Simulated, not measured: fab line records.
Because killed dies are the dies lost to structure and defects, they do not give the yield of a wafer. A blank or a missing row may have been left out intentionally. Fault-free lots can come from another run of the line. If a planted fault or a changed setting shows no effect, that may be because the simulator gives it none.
fab line records    flow sky130    part 1 of 2: steps 1 to 37 of 38
record: lots: 5  wafers: 15  last-day: 51
route steps=708 shown SD_N@350 SD_P@359 RES_XHIGH@360 SALICIDE@361 LI_CONTACT@362 LOCAL_INTERCONNECT@387 PAD_OPEN@708
lots that met no fault: from a run of the same line without faults
start-h: hours from the record's first day to the start of the lot's first wafer shown    wait-h: hours elapsed since this lot's preceding step    " the same as in the row above    L1.1+2: a row that stands for several wafers    - no value, or no start was given    * or withheld: withheld    < > ~ a bound
route shown NAME@n: names a module that has steps shown in the file, with the first one's number in the route    usual: the fault-free wafers' mean and standard deviation    same: alike in all rows    chamber/n: place in a boat    sites: readings site by site    _std_site: standard deviation across them    _edge_site: outer sites' mean less inner sites'    radius-mm: how far each site lies from the wafer's centre    mask NAME#n: copy n    behind: the tool/chamber that last shaped the wafer    hold: why the lot went on hold/how many hours it stayed there/how the hold came to an end    device: which transistor (n, p or np) failed to switch    end of line: the route-end tests of the same wafers    step lacking rows: just its recipe    killed: count of dies lost to structure and defects at first sort (not the wafer's yield)    map: shows each die of a wafer: x if killed, . if not, _ if none is there
set.NAME: the run value of the setting; set.NAME@STEP: its run value at that earlier step    model.NAME: the simulator's own value behind a step, which no gauge read
lots seen at some steps along the route; tables by step, rows by wafer
services: from which hour (start-h, from the record's first day; less than 0 if before it) a tool's chamber was out of use, for how many hours, and why
== steps ==
step: SKY_SD_N_OVL_MEAS_08
usual: SD_N_OVL: 0.2/1.5
lot.wafer  tool        chamber  start-h  wait-h  SD_N_OVL[nm]
L129.1     overlay-01  -        666.96   0.1     0.4
L129.5     "           -        "        "       0.6
L129.6     "           -        "        "       -0.7
L135.4     overlay-02  -        718.78   0.1     0.4
L135.5     "           -        "        "       -1.2
L135.6     "           -        "        "       -0.2
L140.1     overlay-01  -        754.01   0.1     1.8
L140.3     "           -        "        "       1.4
L140.6     "           -        "        "       2.9
L146.1     overlay-02  -        804.38   0.1     1.2
L146.2     "           -        "        "       1.4
L146.4     "           -        "        "       0.9
L151.2     overlay-01  -        833.09   0.1     2.4
L151.5     "           -        "        "       2.1
L151.6     "           -        "        "       1.9
step: SKY_SD_N_IMPLANT_09
recipe: species: As  energy-kev: 50  dose-cm2: 4e+15  tilt-deg: 0
step: SKY_SD_N_IMPLANT_10
recipe: species: P  energy-kev: 20  dose-cm2: 1e+14  tilt-deg: 0
step: SKY_SD_N_STRIP_11
recipe: chemistry: O2/N2  power-w: 1400  pressure-mtorr: 1500  platen-temp-c: withheld  o2-flow-sccm: 3000  n2-flow-sccm: 300  overash-fraction: 0.5
step: SKY_SD_N_TW_MEAS_12
usual: SD_N_TW: 3973/35
lot.wafer  tool           chamber  start-h  wait-h  SD_N_TW
L129.1     film-metro-01  -        667.40   0.1     3917
L129.5     "              -        "        "       3910
L129.6     "              -        "        "       3945
L135.4     film-metro-04  -        719.23   0.1     3983
L135.5     "              -        "        "       3992
L135.6     "              -        "        "       3949
L140.1     film-metro-01  -        754.45   0.1     3946
L140.3     "              -        "        "       3938
L140.6     "              -        "        "       3952
L146.1     film-metro-02  -        804.82   0.1     4018
L146.2     "              -        "        "       4052
L146.4     "              -        "        "       4035
L151.2     film-metro-02  -        833.53   0.1     3978
L151.5     "              -        "        "       3989
L151.6     "              -        "        "       3996
step: SKY_SD_N_CLEAN_13
recipe: chemistry: SC1/SC2  mix: 1:4:20  temp-c: 70  time-s: 150  dry: n2-spin
step: SKY_SD_N_RTA_14
recipe: temp-c: 1075  time-s: 2  idle-temp-c: 650  ramp-up-c-per-s: 150  ramp-down-c-per-s: 90  ambient: N2
usual: lamp-power-pct: 15.74/0.052  wafer_temp_C_max: 1078.1/1.4
lot.wafer  tool           chamber  start-h  wait-h  lamp-power-pct  wafer_temp_C_max
L129.1     rtp-anneal-01  0        667.51   0.0     15.76           1076.1
L129.5     "              0        "        "       15.71           1076.4
L129.6     "              0        "        "       15.72           1077.1
L135.4     rtp-anneal-02  0        719.34   0.0     15.71           1075.0
L135.5     "              0        "        "       15.71           1080.9
L135.6     "              0        "        "       15.75           1078.1
L140.1     rtp-anneal-02  0        754.56   0.0     15.70           1075.9
L140.3     "              0        "        "       15.81           1077.4
L140.6     "              0        "        "       15.74           1076.6
L146.1     rtp-anneal-02  0        804.93   0.0     15.69           1077.4
L146.2     "              0        "        "       15.71           1076.7
L146.4     "              0        "        "       15.74           1078.4
L151.2     rtp-anneal-01  0        833.64   0.0     15.64           1081.6
L151.5     "              0        "        "       15.74           1078.2
L151.6     "              0        "        "       15.70           1078.5
step: SKY_SD_N_RS_MEAS_16
recipe: thk-meas-gauge: four-point-probe
usual: SD_N_RS: 68.53/0.11
lot.wafer  tool           chamber  start-h  wait-h  SD_N_RS[ohm/sq]
L129.1     film-metro-01  -        667.69   0.1     68.54
L129.5     "              -        "        "       68.65
L129.6     "              -        "        "       68.55
L135.4     film-metro-01  -        719.55   0.1     68.51
L135.5     "              -        "        "       68.43
L135.6     "              -        "        "       68.62
L140.1     film-metro-02  -        754.73   0.1     68.45
L140.3     "              -        "        "       68.41
L140.6     "              -        "        "       68.41
L146.1     film-metro-01  -        805.10   0.1     68.59
L146.2     "              -        "        "       68.53
L146.4     "              -        "        "       68.60
L151.2     film-metro-04  -        833.82   0.1     68.67
L151.5     "              -        "        "       68.48
L151.6     "              -        "        "       68.58
step: SKY_SD_N_RS_MEAS_17
recipe: thk-meas-gauge: four-point-probe
usual: SD_P_RS: 147.1/0.37
lot.wafer  tool           chamber  start-h  wait-h  SD_P_RS[ohm/sq]
L129.1     film-metro-01  -        667.81   0.1     147.6
L129.5     "              -        "        "       147.4
L129.6     "              -        "        "       147.8
L135.4     film-metro-01  -        719.67   0.1     147.2
L135.5     "              -        "        "       146.9
L135.6     "              -        "        "       147.2
L140.1     film-metro-02  -        754.85   0.1     146.7
L140.3     "              -        "        "       146.9
L140.6     "              -        "        "       146.9
L146.1     film-metro-01  -        805.22   0.1     147.3
L146.2     "              -        "        "       147.4
L146.4     "              -        "        "       146.8
L151.2     film-metro-04  -        833.94   0.1     147.4
L151.5     "              -        "        "       147.4
L151.6     "              -        "        "       147.2
step: SKY_SD_N_RS_MEAS_18
recipe: thk-meas-gauge: four-point-probe
usual: RES_XHIGH_RS: 333.1/1.3
lot.wafer  tool           chamber  start-h  wait-h  RES_XHIGH_RS[ohm/sq]
L129.1     film-metro-01  -        667.93   0.1     333.0
L129.5     "              -        "        "       333.8
L129.6     "              -        "        "       334.4
L135.4     film-metro-01  -        719.79   0.1     333.1
L135.5     "              -        "        "       333.3
L135.6     "              -        "        "       332.0
L140.1     film-metro-02  -        754.97   0.1     331.2
L140.3     "              -        "        "       331.3
L140.6     "              -        "        "       330.1
L146.1     film-metro-01  -        805.34   0.1     334.2
L146.2     "              -        "        "       332.8
L146.4     "              -        "        "       333.0
L151.2     film-metro-04  -        834.06   0.1     334.7
L151.5     "              -        "        "       334.9
L151.6     "              -        "        "       333.8
step: SKY_SALICIDE_CLEAN_00
recipe: chemistry: HF-last  time-s: 30  dilution: 100:1  dry: ipa-marangoni
step: SKY_LI_CONTACT_HDPCVD_00
recipe: material: PSG  target-thk-nm: 930  sigma-open-frac: 0.3  time-s: 155  temp-c: 600  sih4-flow-sccm: 60  pressure-mtorr: 6
lot.wafer  tool       chamber  start-h  wait-h  model.PSG_of_LI_CONTACT_HDPCVD_00.thk-nm
L129.1     hdpcvd-01  0        668.06   0.0     934.6
L129.5     "          2        "        "       929.5
L129.6     "          0        "        "       947.7
L135.4     hdpcvd-02  2        719.92   0.1     927.3
L135.5     "          0        "        "       916
L135.6     "          1        "        "       935.4
L140.1     hdpcvd-01  2        755.11   0.0     310.9
L140.3     "          1        "        "       281.5
L140.6     "          1        "        "       924.7
L146.1     hdpcvd-02  0        805.48   0.0     918.6
L146.2     "          2        "        "       931.5
L146.4     "          2        "        "       922.1
L151.2     hdpcvd-02  0        834.18   0.0     906.5
L151.5     "          1        "        "       926.5
L151.6     "          2        "        "       904
step: SKY_LI_CONTACT_THK_MEAS_01
recipe: reads: PSG_of_LI_CONTACT_HDPCVD_00
usual: LI_CONTACT_HDPCVD_THK: 925/10
lot.wafer  tool           chamber  start-h  wait-h  LI_CONTACT_HDPCVD_THK[nm]
L129.1     film-metro-01  -        668.17   0.1     935
L129.5     "              -        "        "       929
L129.6     "              -        "        "       947
L135.4     film-metro-04  -        720.00   0.0     928
L135.5     "              -        "        "       916
L135.6     "              -        "        "       936
L140.1     film-metro-02  -        755.21   0.1     311
L140.3     "              -        "        "       282
L140.6     "              -        "        "       925
L146.1     film-metro-01  -        805.58   0.1     919
L146.2     "              -        "        "       931
L146.4     "              -        "        "       922
L151.2     film-metro-04  -        834.29   0.1     906
L151.5     "              -        "        "       926
L151.6     "              -        "        "       904
step: SKY_LI_CONTACT_CMP_02
recipe: material: PSG  down-force-psi: 4  platen-rpm: 60  pad-velocity-m-s: 0.94248
usual: motor-current-A: 11.7/0.89  platen-rpm: 60.00/0.038  time-to-endpoint-s: 31.2/2.3
lot.wafer  tool    chamber  start-h  wait-h  motor-current-A  platen-rpm  time-to-endpoint-s
L129.1     cmp-01  3        668.33   0.1     13.2             60.05       30.8
L129.5     "       1        "        "       11.4             59.98       29.7
L129.6     "       2        "        "       11.4             60.02       35.1
L135.4     cmp-01  2        720.03   0.0     11.3             59.98       31.5
L135.6     "       2        "        "       11.8             60.01       32.9
L135.5     "       3        "        "       12.5             60.05       27.7
L140.3     cmp-01  1        755.27   0.0     12.6             59.99       12.1
L140.1     "       3        "        "       12.5             60.05       13.6
L140.6     "       2        "        "       11.6             59.99       34.6
L146.4     cmp-01  2        805.69   0.1     11.3             60.01       33.8
L146.1     "       3        "        "       12.5             60.00       29.1
L146.2     "       0        "        "       11.7             60.02       32.9
L151.2     cmp-02  3        834.44   0.1     10.6             60.07       30.8
L151.5     "       1        "        "       11.6             60.03       34.1
L151.6     "       2        "        "       10.6             59.96       31.9
step: SKY_LI_CONTACT_BOW_MEAS_03
recipe: mode: bow
usual: LI_CONTACT_BOW: 55/6.8
lot.wafer  tool           chamber  start-h  wait-h  LI_CONTACT_BOW[um]
L129.1     film-metro-01  -        668.53   0.1     43
L129.5     "              -        "        "       49
L129.6     "              -        "        "       47
L135.4     film-metro-02  -        720.39   0.3     44
L135.5     "              -        "        "       64
L135.6     "              -        "        "       58
L140.1     film-metro-02  -        755.57   0.1     43
L140.3     "              -        "        "       45
L140.6     "              -        "        "       54
L146.1     film-metro-01  -        805.94   0.1     61
L146.2     "              -        "        "       61
L146.4     "              -        "        "       59
L151.2     film-metro-01  -        834.66   0.2     56
L151.5     "              -        "        "       55
L151.6     "              -        "        "       42
step: SKY_LI_CONTACT_DEHYDRATE_04
recipe: temp-c: 200  time-s: 60
step: SKY_LI_CONTACT_HMDS_05
recipe: prime-time-s: 60  prime-temp-c: 120
step: SKY_LI_CONTACT_COAT_06
recipe: resist: BARC  temp-c: withheld  time-s: withheld  spin-rpm: 3000  resist-thk-nm: 60
step: SKY_LI_CONTACT_COAT_07
recipe: resist: KrF-thick  spin-rpm: 3000  resist-thk-nm: 450
step: SKY_LI_CONTACT_SOFTBAKE_08
recipe: temp-c: 100  time-s: 90  resist: KrF-thick
step: SKY_LI_CONTACT_EXPOSE_09
recipe: mask-id: LICM1  na: 0.8  source-shape: annular  sigma-inner: 0.55  sigma-outer: 0.85  target-cd-nm: 170  dose-mj: 38
step: SKY_LI_CONTACT_PEB_10
recipe: peb-temp-c: withheld  peb-time-s: withheld  resist: KrF-thick
step: SKY_LI_CONTACT_DEVELOP_11
recipe: develop-time-s: 60  resist: KrF-thick  dev-temp-c: 21
step: SKY_LI_CONTACT_CD_MEAS_12
recipe: target-cd-nm: 170
usual: cd-nm: 170.1/1.3
lot.wafer  tool       chamber  start-h  wait-h  cd-nm
L129.1     cd-sem-02  -        697.42   -       171.4
L129.5     "          -        "        "       170.4
L129.6     "          -        "        "       172.6
L135.4     cd-sem-01  -        748.90   -       168.9
L135.5     "          -        "        "       170.6
L135.6     "          -        "        "       169.6
L140.1     cd-sem-02  -        782.92   -       170.7
L140.3     "          -        "        "       171.0
L140.6     "          -        "        "       170.8
L146.1     cd-sem-02  -        833.39   -       167.9
L146.2     "          -        "        "       167.2
L146.4     "          -        "        "       167.7
L151.2     cd-sem-01  -        861.10   -       169.5
L151.5     "          -        "        "       168.2
L151.6     "          -        "        "       171.5
step: SKY_LI_CONTACT_OVL_MEAS_13
usual: LI_CONTACT_OVL: -4/5
lot.wafer  tool        chamber  start-h  wait-h  LI_CONTACT_OVL[nm]
L129.1     overlay-02  -        697.54   0.1     -3
L129.5     "           -        "        "       -8
L129.6     "           -        "        "       -4
L135.4     overlay-01  -        748.98   0.1     4
L135.5     "           -        "        "       5
L135.6     "           -        "        "       3
L140.1     overlay-02  -        783.04   0.1     -2
L140.3     "           -        "        "       -8
L140.6     "           -        "        "       -5
L146.1     overlay-01  -        833.51   0.1     -6
L146.2     "           -        "        "       -6
L146.4     "           -        "        "       -4
L151.2     overlay-01  -        861.21   0.1     2
L151.5     "           -        "        "       -4
L151.6     "           -        "        "       0
step: SKY_LI_CONTACT_ETCH_14
recipe: chemistry: N2/H2  target: BARC  ion-energy-ev: 200  source-w: 500  bias-w: 100  pressure-mtorr: 30  n2-flow-sccm: 100  h2-flow-sccm: 200  stop-on: SiO2  time-s: 45.9  target-depth-a: 600
usual: drypump-motor-current-A: 5.8/0.41  oes-product-au: 0.855/0.0049  throttle-valve-pct: 13.226/0.0095
lot.wafer  tool         chamber  start-h  wait-h  drypump-motor-current-A  oes-product-au  rf-hours-counter-h  throttle-valve-pct
L129.1     rie-diel-04  3        697.58   0.0     5.9                      0.863           13                  13.236
L129.5     "            1        "        "       4.8                      0.852           -                   13.234
L129.6     "            2        "        "       5.4                      0.855           -                   13.244
L135.4     rie-diel-04  0        749.02   0.0     6.3                      0.851           -                   13.224
L135.5     "            2        "        "       5.4                      0.852           -                   13.231
L135.6     "            3        "        "       5.9                      0.858           -                   13.236
L140.1     rie-diel-04  1        783.08   0.0     4.8                      0.853           20                  13.230
L140.3     "            3        "        "       5.8                      0.857           15                  13.227
L140.6     "            2        "        "       5.4                      0.847           -                   13.228
L146.1     rie-diel-01  0        833.55   0.0     5.8                      0.848           0                   13.228
L146.2     "            3        "        "       5.9                      0.850           6                   13.218
L146.4     "            1        "        "       6.3                      0.852           14                  13.229
L151.2     rie-diel-03  0        861.24   0.0     5.9                      0.851           22                  13.231
L151.5     "            2        "        "       5.9                      0.850           -                   13.241
L151.6     "            1        "        "       6.2                      0.853           -                   13.224
step: SKY_LI_CONTACT_ETCH_15
recipe: target: PSG  chemistry: C4F8/O2/Ar  stop-on: Si  taper-deg: 4.15  mask-material: KrF-thick  source-w: 1500  bias-w: 1200  pressure-mtorr: 40  c4f8-flow-sccm: withheld  O2_flow_sccm: 6  Ar_flow_sccm: 300  time-s: withheld  target-depth-a: 6000
usual: oes-product-au: 0.837/0.0048
lot.wafer  tool         chamber  start-h  wait-h  oes-product-au  model.LI_CONTACT.feature-depth-nm  model.etch.depth-nm
L129.1     rie-diel-04  3        697.62   0.0     0.839           594.7                              594.7
L129.5     "            1        "        "       0.832           596                                596
L129.6     "            2        "        "       0.842           597.2                              597.2
L135.4     rie-diel-04  0        749.08   0.0     0.845           597.8                              597.8
L135.5     "            2        "        "       0.836           596.9                              596.9
L135.6     "            3        "        "       0.839           597.1                              597.1
L140.1     rie-diel-04  1        783.12   0.0     0.620           310.9                              310.9
L140.3     "            3        "        "       0.594           281.5                              281.5
L140.6     "            2        "        "       0.828           597.6                              597.6
L146.1     rie-diel-01  0        833.59   0.0     0.837           597.5                              597.5
L146.2     "            3        "        "       0.833           598.3                              598.3
L146.4     "            1        "        "       0.845           598.6                              598.6
L151.2     rie-diel-03  0        861.28   0.0     0.834           597.1                              597.1
L151.5     "            2        "        "       0.836           597.6                              597.6
L151.6     "            1        "        "       0.831           596.9                              596.9
step: SKY_LI_CONTACT_STRIP_16
recipe: chemistry: O2/N2  power-w: 1400  pressure-mtorr: 1500  platen-temp-c: withheld  o2-flow-sccm: 3000  n2-flow-sccm: 300  overash-fraction: 0.5
usual: drypump-motor-current-A: 5.6/0.47  oes-product-au: 0.375/0.0051  strip-time-to-endpoint-s: 3.50/0.034
lot.wafer  tool             chamber  start-h  wait-h  drypump-motor-current-A  oes-product-au  rf-hours-counter-h  strip-time-to-endpoint-s
L129.1     plasma-asher-02  1        697.71   -       5.2                      0.380           87                  3.46
L129.5     "                0        "        "       5.5                      0.376           -                   3.48
L129.6     "                1        "        "       5.2                      0.373           -                   3.51
L135.4     plasma-asher-01  0        749.16   -       5.0                      0.382           -                   3.52
L135.5     "                0        "        "       5.0                      0.380           -                   3.55
L135.6     "                1        "        "       5.8                      0.373           -                   3.48
L140.1     plasma-asher-01  0        783.21   -       5.0                      0.373           67                  3.51
L140.3     "                1        "        "       5.8                      0.372           -                   3.48
L140.6     "                1        "        "       5.8                      0.378           -                   3.54
L146.1     plasma-asher-02  0        833.68   -       5.5                      0.375           101                 3.51
L146.2     "                1        "        "       5.2                      0.371           101                 3.46
L146.4     "                1        "        "       5.2                      0.372           -                   3.47
L151.2     plasma-asher-02  0        861.37   -       5.5                      0.379           104                 3.51
L151.5     "                0        "        "       5.5                      0.374           -                   3.52
L151.6     "                1        "        "       5.1                      0.377           -                   3.48
step: SKY_LI_CONTACT_CLEAN_17
recipe: chemistry: NMP  time-s: 600  temp-c: 60  dry: n2-spin
step: SKY_LI_CONTACT_PRE_CLEAN_18
recipe: gas: Ar  time-s: 5.6  bias-v: 358
step: SKY_LI_CONTACT_SPUTTER_19
recipe: material: Ti  target-thk-nm: 20  chamber-pressure-pa: 5  power-w: 2500  substrate-temp-c: 200  time-s: 106.37
step: SKY_LI_CONTACT_SPUTTER_20
recipe: material: TiN  target-thk-nm: 20  chamber-pressure-pa: 5  power-w: 4000  time-s: 80
usual: cathode-dc-power-W: 3999.9/0.66  throttle-valve-pct: 29.4/1
lot.wafer  tool            chamber  start-h  wait-h  cathode-dc-power-W  throttle-valve-pct
L129.1     pvd-sputter-04  -        698.08   0.0     4000.8              30.7
L129.5     "               -        "        "       4000.2              28.4
L129.6     "               -        "        "       3999.1              27.9
L135.4     pvd-sputter-03  -        749.50   0.0     4000.0              30.8
L135.5     "               -        "        "       3999.5              28.7
L135.6     "               -        "        "       3999.9              30.1
L140.1     pvd-sputter-03  -        783.58   0.0     4000.4              30.0
L140.3     "               -        "        "       3999.9              28.7
L140.6     "               -        "        "       4000.6              30.9
L146.1     pvd-sputter-04  -        834.05   0.0     4000.0              28.2
L146.2     "               -        "        "       4000.0              28.3
L146.4     "               -        "        "       3999.5              30.1
L151.2     pvd-sputter-02  -        861.95   0.0     3999.9              29.8
L151.5     "               -        "        "       3999.4              28.8
L151.6     "               -        "        "       3999.4              29.7
step: SKY_LI_CONTACT_CVD_21
recipe: material: W  target-thk-nm: 400  time-s: 120.56  temp-c: 400  pressure-torr: 40
usual: heater-power-w: 882/34
lot.wafer  tool      chamber  start-h  wait-h  heater-power-w
L129.1     cvd-w-01  0        698.14   0.0     840
L129.5     "         1        "        "       829
L129.6     "         0        "        "       833
L135.4     cvd-w-01  0        749.60   0.1     843
L135.5     "         0        "        "       837
L135.6     "         1        "        "       831
L140.1     cvd-w-02  0        783.64   0.0     907
L140.3     "         1        "        "       901
L140.6     "         0        "        "       904
L146.1     cvd-w-02  1        834.11   0.0     917
L146.2     "         0        "        "       918
L146.4     "         1        "        "       929
L151.2     cvd-w-02  0        862.01   0.0     913
L151.5     "         0        "        "       906
L151.6     "         1        "        "       908
step: SKY_LI_CONTACT_RS_MEAS_22
recipe: thk-meas-gauge: four-point-probe  reads: W_of_LI_CONTACT_CVD_21+TiN_of_LI_CONTACT_SPUTTER_20+Ti_of_LI_CONTACT_SPUTTER_19
usual: LI_CONTACT_W_RS: 0.2843/0.0029
lot.wafer  tool           chamber  start-h  wait-h  LI_CONTACT_W_RS[ohm/sq]
L129.1     film-metro-04  -        698.26   0.1     0.2848
L129.5     "              -        "        "       0.2887
L129.6     "              -        "        "       0.2834
L135.4     film-metro-01  -        749.74   0.1     0.2873
L135.5     "              -        "        "       0.2870
L135.6     "              -        "        "       0.2894
L140.1     film-metro-02  -        783.77   0.1     0.2851
L140.3     "              -        "        "       0.2820
L140.6     "              -        "        "       0.2811
L146.1     film-metro-01  -        834.23   0.1     0.2837
L146.2     "              -        "        "       0.2803
L146.4     "              -        "        "       0.2827
L151.2     film-metro-04  -        862.15   0.1     0.2822
L151.5     "              -        "        "       0.2828
L151.6     "              -        "        "       0.2859
step: SKY_LI_CONTACT_THK_MEAS_23
recipe: thk-meas-gauge: xrf  reads: W_of_LI_CONTACT_CVD_21
usual: LI_CONTACT_W_THK: 390/5.4
lot.wafer  tool           chamber  start-h  wait-h  LI_CONTACT_W_THK[nm]
L129.1     film-metro-04  -        698.38   0.1     396
L129.5     "              -        "        "       390
L129.6     "              -        "        "       395
L135.4     film-metro-01  -        749.83   0.1     385
L135.5     "              -        "        "       386
L135.6     "              -        "        "       381
L140.1     film-metro-02  -        783.89   0.1     386
L140.3     "              -        "        "       391
L140.6     "              -        "        "       389
L146.1     film-metro-01  -        834.35   0.1     394
L146.2     "              -        "        "       399
L146.4     "              -        "        "       398
L151.2     film-metro-04  -        862.26   0.1     392
L151.5     "              -        "        "       392
L151.6     "              -        "        "       389
step: SKY_LI_CONTACT_CMP_24
recipe: stop-on: PSG  t-overpolish-s: 20  down-force-psi: 3.5  platen-rpm: 60  target-thk-nm: 0  pad-velocity-m-s: 0.94248
usual: motor-current-A: 10.8/0.82  overpolish-run-s: 20.001/0.0095  platen-rpm: 59.99/0.039  time-to-endpoint-s: 97/3.7
lot.wafer  tool    chamber  start-h  wait-h  motor-current-A  overpolish-run-s  platen-rpm  time-to-endpoint-s  model.PSG_of_LI_CONTACT_HDPCVD_00.thk-nm
L129.1     cmp-01  3        698.44   0.1     12.2             19.994            59.94       99                  585.2
L129.6     "       3        "        "       12.3             19.992            60.05       95                  587.7
L129.5     "       0        "        "       10.2             20.009            59.94       93                  586.5
L135.4     cmp-02  3        749.96   0.1     9.8              20.008            59.97       95                  588.4
L135.5     "       1        "        "       10.5             19.992            59.97       98                  587.4
L135.6     "       2        "        "       9.6              19.998            59.98       95                  587.6
L140.3     cmp-02  2        784.00   0.1     9.9              19.993            60.00       93                  272.1
L140.1     "       0        "        "       11.9             19.995            59.92       93                  301.4
L140.6     "       1        "        "       10.7             20.009            59.98       101                 588.2
L146.1     cmp-01  1        834.41   0.1     10.8             20.005            59.99       93                  588
L146.2     "       2        "        "       10.5             19.993            60.01       102                 588.9
L146.4     "       0        "        "       10.7             19.996            60.04       95                  589.2
L151.2     cmp-02  3        862.41   0.1     10.0             20.021            60.05       102                 587.6
L151.5     "       1        "        "       11.2             19.999            60.00       102                 588.2
L151.6     "       2        "        "       10.5             19.997            60.05       97                  587.4
step: SKY_LOCAL_INTERCONNECT_SPUTTER_00
recipe: material: TiN  target-thk-nm: 100  temp-c: 300  power-w: 6500  time-s: 83.3  chamber-pressure-pa: 0.4
== key ==
first-sign: step: SKY_LI_CONTACT_THK_MEAS_01  reading: LI_CONTACT_HDPCVD_THK  direction: down  sigmas: 63  usual: 925  struck: 296
effect: step: SKY_LI_CONTACT_CMP_02  reading: time-to-endpoint-s  direction: down  sigmas: 8.1  usual: *  struck: *
effect: step: SKY_LI_CONTACT_ETCH_15  reading: oes-product-au  direction: down  sigmas: 48  usual: 0.837  struck: 0.607
model-effect: step: SKY_LI_CONTACT_HDPCVD_00  value: PSG_of_LI_CONTACT_HDPCVD_00.thk-nm  without: 915.5  struck: 296.2
model-effect: step: SKY_LI_CONTACT_ETCH_15  value: LI_CONTACT.feature-depth-nm  without: 596.1  struck: 296.2
model-effect: step: SKY_LI_CONTACT_CMP_24  value: PSG_of_LI_CONTACT_HDPCVD_00.thk-nm  without: 586.7  struck: 286.7
model-effect: step: SKY_PAD_OPEN_PROBE_99  value: etest.cap-li-to-poly.c-af-um2  without: 98.77  struck: 747.1
met-at SKY_LI_CONTACT_HDPCVD_00
struck-wafers L140.1,L140.3
tester-left-out L140
onset-between 668.06 755.11
fault: kind: process-parameter-drift  tool: hdpcvd-01  chamber: -  onset-h: 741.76  steps: SKY_LI_CONTACT_HDPCVD_00  channel: target-thk-nm  offset: -619.33  shape: step  end-h: 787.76  scope: struck-wafers-only  acts-in: these-recipes-only  stated: 930
tester-left-out: of these lots the tester's yield and bins aren't shown, on N5 and GAA mostly nor the transistor test; their killed dies are dies lost to structure and defects alone, not to doping, threshold or leakage, so they don't give the yield
